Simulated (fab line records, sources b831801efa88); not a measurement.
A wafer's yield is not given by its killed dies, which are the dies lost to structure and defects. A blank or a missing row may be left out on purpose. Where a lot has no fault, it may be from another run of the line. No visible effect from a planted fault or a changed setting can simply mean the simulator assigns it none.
Which of the tools did it? / flow gf180mcu / Sampling: 13 lots, 37 wafers, 5 of 602 route steps

WHAT EACH GAUGE READ, for each wafer
GF_HV_LDD_CD_MEAS_46 targets a cd of 400 nm.
lot=L980; measured=day 12 22:15; on=cdSem-01; cdNm (nm)=403.7 403.6 402.5
lot=L982; measured=day 13 02:50; on=cdSem-02; cdNm (nm)=400.5 401.4 401.7
lot=L983; measured=day 13 04:22; on=cdSem-02; cdNm (nm)=399.4 400.5 398.7
lot=L984; measured=day 13 13:49; on=cdSem-02; cdNm (nm)=399.0 399.2 401.1
lot=L987; measured=day 14 13:08; on=cdSem-01; cdNm (nm)=402.3 400.7 400.6
lot=L990; measured=day 15 08:08; on=cdSem-01; cdNm (nm)=398.7 398.1 397.9
lot=L993; measured=day 16 16:42; on=cdSem-01; cdNm (nm)=395.8 397.9
lot=L994; measured=day 16 21:20; on=cdSem-01; cdNm (nm)=403.0 398.8
lot=L996; measured=day 17 18:47; on=cdSem-02; cdNm (nm)=400.8 401.2 402.0
lot=L997; measured=day 18 00:37; on=cdSem-02; cdNm (nm)=399.6 400.4 398.3
lot=L998; measured=day 18 14:20; on=cdSem-02; cdNm (nm)=400.5 398.4 401.1
lot=L999; measured=day 18 21:24; on=cdSem-01; cdNm (nm)=400.5 398.3 399.6
lot=L101; measured=day 19 14:10; on=cdSem-01; cdNm (nm)=403.0 401.7 401.5

GF_HV_LDD_RS_MEAS_53: measurement is done with a four-point probe.
lot=L980; measured=day 12 22:50; on=filmMetro-01; HV_LDD_RS (ohm/sq)=418.2 418.2 419.3
lot=L982; measured=day 13 03:25; on=filmMetro-02; HV_LDD_RS (ohm/sq)=419.6 418.1 418.6
lot=L983; measured=day 13 04:57; on=filmMetro-03; HV_LDD_RS (ohm/sq)=418.0 417.5 418.9
lot=L984; measured=day 13 14:25; on=filmMetro-01; HV_LDD_RS (ohm/sq)=419.3 418.1 420.5
lot=L987; measured=day 14 13:43; on=filmMetro-02; HV_LDD_RS (ohm/sq)=417.0 417.5 418.6
lot=L990; measured=day 15 08:44; on=filmMetro-03; HV_LDD_RS (ohm/sq)=418.2 417.2 417.9
lot=L993; measured=day 16 17:17; on=filmMetro-01; HV_LDD_RS (ohm/sq)=421.2 416.0
lot=L994; measured=day 16 21:56; on=filmMetro-03; HV_LDD_RS (ohm/sq)=421.2 417.6
lot=L996; measured=day 17 19:22; on=filmMetro-03; HV_LDD_RS (ohm/sq)=419.4 419.9 419.2
lot=L997; measured=day 18 01:12; on=filmMetro-03; HV_LDD_RS (ohm/sq)=420.0 419.6 419.9
lot=L998; measured=day 18 14:58; on=filmMetro-02; HV_LDD_RS (ohm/sq)=416.1 417.1 418.4
lot=L999; measured=day 18 21:59; on=filmMetro-03; HV_LDD_RS (ohm/sq)=417.7 418.3 418.2
lot=L101; measured=day 19 14:45; on=filmMetro-01; HV_LDD_RS (ohm/sq)=418.1 418.1 418.2

WHAT TOOL EACH LOT RAN ON (gives the tool, then ch and the chambers of the sampled wafers, and finally the start)
lot=L980; GF_POLY_GATE_ETCH_12=rieDiel-01 ch 0,2,3, day 9 19:03; GF_HV_LDD_STRIP_10=plasmaAsher-02 ch 0,1, day 10 13:59; GF_HV_LDD_IMPLANT_35=implanter-03 ch 0, day 12 02:25
lot=L982; GF_POLY_GATE_ETCH_12=rieDiel-01 ch 0,1,3, day 10 00:08; GF_HV_LDD_STRIP_10=plasmaAsher-01 ch 1, day 10 20:08; GF_HV_LDD_IMPLANT_35=implanter-03 ch 0, day 12 08:08
lot=L983; GF_POLY_GATE_ETCH_12=rieDiel-03 ch 0,2, day 10 03:14; GF_HV_LDD_STRIP_10=plasmaAsher-01 ch 0,1, day 10 21:55; GF_HV_LDD_IMPLANT_35=implanter-03 ch 0, day 12 09:44
lot=L984; GF_POLY_GATE_ETCH_12=rieDiel-02 ch 0,1,3, day 10 07:38; GF_HV_LDD_STRIP_10=plasmaAsher-01 ch 0,1, day 11 05:17; GF_HV_LDD_IMPLANT_35=implanter-01 ch 0, day 12 19:02
lot=L987; GF_POLY_GATE_ETCH_12=rieDiel-03 ch 0,1,2, day 11 06:02; GF_HV_LDD_STRIP_10=plasmaAsher-01 ch 0,1, day 12 01:59; GF_HV_LDD_IMPLANT_35=implanter-01 ch 0, day 13 16:26
lot=L990; GF_POLY_GATE_ETCH_12=rieDiel-03 ch 0,2,3, day 11 22:35; GF_HV_LDD_STRIP_10=plasmaAsher-04 ch 0,1, day 12 19:43; GF_HV_LDD_IMPLANT_35=implanter-03 ch 0, day 14 11:28
lot=L993; GF_POLY_GATE_ETCH_12=rieDiel-03 ch 0,2, day 12 22:33; GF_HV_LDD_STRIP_10=plasmaAsher-04 ch 0,1, day 13 20:47; GF_HV_LDD_IMPLANT_35=implanter-03 ch 0, day 15 17:01
lot=L994; GF_POLY_GATE_ETCH_12=rieDiel-02 ch 0, day 13 02:20; GF_HV_LDD_STRIP_10=plasmaAsher-04 ch 0, day 14 01:35; GF_HV_LDD_IMPLANT_35=implanter-03 ch 0, day 15 21:29
lot=L996; GF_POLY_GATE_ETCH_12=rieDiel-02 ch 0,1,2, day 13 19:11; GF_HV_LDD_STRIP_10=plasmaAsher-01 ch 0,1, day 14 19:47; GF_HV_LDD_IMPLANT_35=implanter-01 ch 0, day 16 17:47
lot=L997; GF_POLY_GATE_ETCH_12=rieDiel-02 ch 1,2,3, day 14 00:44; GF_HV_LDD_STRIP_10=plasmaAsher-04 ch 0,1, day 15 00:05; GF_HV_LDD_IMPLANT_35=implanter-01 ch 0, day 16 22:59
lot=L998; GF_POLY_GATE_ETCH_12=rieDiel-03 ch 0,2,3, day 14 13:42; GF_HV_LDD_STRIP_10=plasmaAsher-04 ch 0,1, day 15 13:02; GF_HV_LDD_IMPLANT_35=implanter-01 ch 0, day 17 13:02
lot=L999; GF_POLY_GATE_ETCH_12=rieDiel-03 ch 1,2,3, day 14 19:54; GF_HV_LDD_STRIP_10=plasmaAsher-02 ch 0,1, day 15 19:17; GF_HV_LDD_IMPLANT_35=implanter-01 ch 0, day 17 19:52
lot=L101; GF_POLY_GATE_ETCH_12=rieDiel-01 ch 0,3, day 15 10:59; GF_HV_LDD_STRIP_10=plasmaAsher-02 ch 0,1, day 16 11:34; GF_HV_LDD_IMPLANT_35=implanter-01 ch 0, day 18 13:02
- GF_POLY_GATE_ETCH_12: etches BARC in N2/H2.
- GF_HV_LDD_STRIP_10: strips in O2/N2.
- GF_HV_LDD_IMPLANT_35

WHAT THE TOOLS THEMSELVES READ (means of the sampled wafers that have a number; where no wafer has one, the mark that the record gives instead)
GF_POLY_GATE_ETCH_12.
lot=L980; tool=rieDiel-01; drypumpMotorCurrentA (A)=6.0; oesProductAu (a.u.)=0.727; throttleValvePct (%)=13.210
lot=L982; tool=rieDiel-01; drypumpMotorCurrentA (A)=5.9; oesProductAu (a.u.)=0.738; throttleValvePct (%)=13.218
lot=L983; tool=rieDiel-03; drypumpMotorCurrentA (A)=6.0; oesProductAu (a.u.)=0.740; throttleValvePct (%)=13.212
lot=L984; tool=rieDiel-02; drypumpMotorCurrentA (A)=5.6; oesProductAu (a.u.)=0.734; throttleValvePct (%)=13.212
lot=L987; tool=rieDiel-03; drypumpMotorCurrentA (A)=5.8; oesProductAu (a.u.)=0.731; throttleValvePct (%)=13.201
lot=L990; tool=rieDiel-03; drypumpMotorCurrentA (A)=5.8; oesProductAu (a.u.)=0.739; throttleValvePct (%)=13.218
lot=L993; tool=rieDiel-03; drypumpMotorCurrentA (A)=5.8; oesProductAu (a.u.)=0.732; throttleValvePct (%)=13.208
lot=L994; tool=rieDiel-02; drypumpMotorCurrentA (A)=6.0; oesProductAu (a.u.)=0.737; throttleValvePct (%)=13.229
lot=L996; tool=rieDiel-02; drypumpMotorCurrentA (A)=5.4; oesProductAu (a.u.)=0.738; throttleValvePct (%)=13.220
lot=L997; tool=rieDiel-02; drypumpMotorCurrentA (A)=5.5; oesProductAu (a.u.)=0.737; throttleValvePct (%)=13.213
lot=L998; tool=rieDiel-03; drypumpMotorCurrentA (A)=5.8; oesProductAu (a.u.)=0.735; throttleValvePct (%)=13.220
lot=L999; tool=rieDiel-03; drypumpMotorCurrentA (A)=6.0; oesProductAu (a.u.)=0.737; throttleValvePct (%)=13.223
lot=L101; tool=rieDiel-01; drypumpMotorCurrentA (A)=6.0; oesProductAu (a.u.)=0.735; throttleValvePct (%)=13.213

GF_HV_LDD_STRIP_10.
lot=L980; tool=plasmaAsher-02; drypumpMotorCurrentA (A)=6.1; heaterPowerW (W)=358; oesProductAu (a.u.)=0.721; stripTimeToEndpointS (s)=12.65
lot=L982; tool=plasmaAsher-01; drypumpMotorCurrentA (A)=5.0; heaterPowerW (W)=291; oesProductAu (a.u.)=0.716; stripTimeToEndpointS (s)=12.66
lot=L983; tool=plasmaAsher-01; drypumpMotorCurrentA (A)=5.1; heaterPowerW (W)=297; oesProductAu (a.u.)=0.715; stripTimeToEndpointS (s)=12.68
lot=L984; tool=plasmaAsher-01; drypumpMotorCurrentA (A)=5.1; heaterPowerW (W)=311; oesProductAu (a.u.)=0.721; stripTimeToEndpointS (s)=12.68
lot=L987; tool=plasmaAsher-01; drypumpMotorCurrentA (A)=5.1; heaterPowerW (W)=307; oesProductAu (a.u.)=0.717; stripTimeToEndpointS (s)=12.63
lot=L990; tool=plasmaAsher-04; drypumpMotorCurrentA (A)=6.0; heaterPowerW (W)=328; oesProductAu (a.u.)=0.714; stripTimeToEndpointS (s)=12.63
lot=L993; tool=plasmaAsher-04; drypumpMotorCurrentA (A)=6.0; heaterPowerW (W)=334; oesProductAu (a.u.)=0.718; stripTimeToEndpointS (s)=12.72
lot=L994; tool=plasmaAsher-04; drypumpMotorCurrentA (A)=6.0; heaterPowerW (W)=330; oesProductAu (a.u.)=0.716; stripTimeToEndpointS (s)=12.61
lot=L996; tool=plasmaAsher-01; drypumpMotorCurrentA (A)=5.1; heaterPowerW (W)=305; oesProductAu (a.u.)=0.719; stripTimeToEndpointS (s)=12.68
lot=L997; tool=plasmaAsher-04; drypumpMotorCurrentA (A)=6.0; heaterPowerW (W)=332; oesProductAu (a.u.)=0.716; stripTimeToEndpointS (s)=12.67
lot=L998; tool=plasmaAsher-04; drypumpMotorCurrentA (A)=6.0; heaterPowerW (W)=331; oesProductAu (a.u.)=0.716; stripTimeToEndpointS (s)=12.69
lot=L999; tool=plasmaAsher-02; drypumpMotorCurrentA (A)=6.1; heaterPowerW (W)=363; oesProductAu (a.u.)=0.720; stripTimeToEndpointS (s)=12.65
lot=L101; tool=plasmaAsher-02; drypumpMotorCurrentA (A)=6.1; heaterPowerW (W)=386; oesProductAu (a.u.)=0.715; stripTimeToEndpointS (s)=12.63

GF_HV_LDD_IMPLANT_35.
lot=L980; tool=implanter-03; beamEnergyKeV=59.984; beamOnS (s)=10.09; faradayCurrentUA=42.0
lot=L982; tool=implanter-03; beamEnergyKeV=60.020; beamOnS (s)=9.96; faradayCurrentUA=42.5
lot=L983; tool=implanter-03; beamEnergyKeV=60.014; beamOnS (s)=9.71; faradayCurrentUA=43.5
lot=L984; tool=implanter-01; beamEnergyKeV=59.995; beamOnS (s)=10.09; faradayCurrentUA=42.0
lot=L987; tool=implanter-01; beamEnergyKeV=59.996; beamOnS (s)=9.90; faradayCurrentUA=42.8
lot=L990; tool=implanter-03; beamEnergyKeV=59.988; beamOnS (s)=10.09; faradayCurrentUA=41.9
lot=L993; tool=implanter-03; beamEnergyKeV=59.974; beamOnS (s)=9.12; faradayCurrentUA=46.8
lot=L994; tool=implanter-03; beamEnergyKeV=60.013; beamOnS (s)=9.21; faradayCurrentUA=46.5
lot=L996; tool=implanter-01; beamEnergyKeV=60.005; beamOnS (s)=9.95; faradayCurrentUA=42.5
lot=L997; tool=implanter-01; beamEnergyKeV=60.014; beamOnS (s)=10.05; faradayCurrentUA=42.1
lot=L998; tool=implanter-01; beamEnergyKeV=59.993; beamOnS (s)=9.95; faradayCurrentUA=42.4
lot=L999; tool=implanter-01; beamEnergyKeV=60.000; beamOnS (s)=9.99; faradayCurrentUA=42.2
lot=L101; tool=implanter-01; beamEnergyKeV=60.008; beamOnS (s)=9.94; faradayCurrentUA=42.5

THE ANSWER, worked out from the rows above alone
Rule: the usual values come from the lots themselves. The widest of any qualifying gaps counts: lots, ordered by their means at a reading, are off when they make up no more than a third of the lots, leave a main group of 4 or more, and stand apart from it by 3 or more times the standard deviation of that group's means. If all means in a main group match to the digits the tables above print for the reading, that group is not used. Also off: a lot with no number at a reading for which 4 or more lots have one. Any other lot the step has rows for is counted as sound. The gauges are gone through in route order, then the tools' own readings, and for those a lot's mean is taken as printed above. The first step at which some lot is off is used, and at that step the reading that is off furthest; a lot without a number counts as furthest.
Off at GF_HV_LDD_IMPLANT_35 (faradayCurrentUA): L993, L994. Main group: mean 42.4, sd 0.44.
If a tool, at that step or one of the process steps before it, ran each lot that is off and ran no sound lot following the first of them, it fits. One candidate fits, namely implanter-03 at GF_HV_LDD_IMPLANT_35. A fault onset in the window from L990 (day 14 11:28, its last sound lot) to L993 (day 15 17:01, its first lot off) fits.
The tool's own readings at GF_HV_LDD_IMPLANT_35 bear it out: on the lots that are off they differ by more than 5 times the standard deviation of the sound lots' means. beamOnS reads 9.16 s there against 9.97 s on the sound lots; faradayCurrentUA reads 46.6 there against 42.4 on the sound lots.

WHAT HAD BEEN PUT IN BY THE SIMULATOR
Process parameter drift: implanter-03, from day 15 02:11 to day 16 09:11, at GF_HV_LDD_IMPLANT_35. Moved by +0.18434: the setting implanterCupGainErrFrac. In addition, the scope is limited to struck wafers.
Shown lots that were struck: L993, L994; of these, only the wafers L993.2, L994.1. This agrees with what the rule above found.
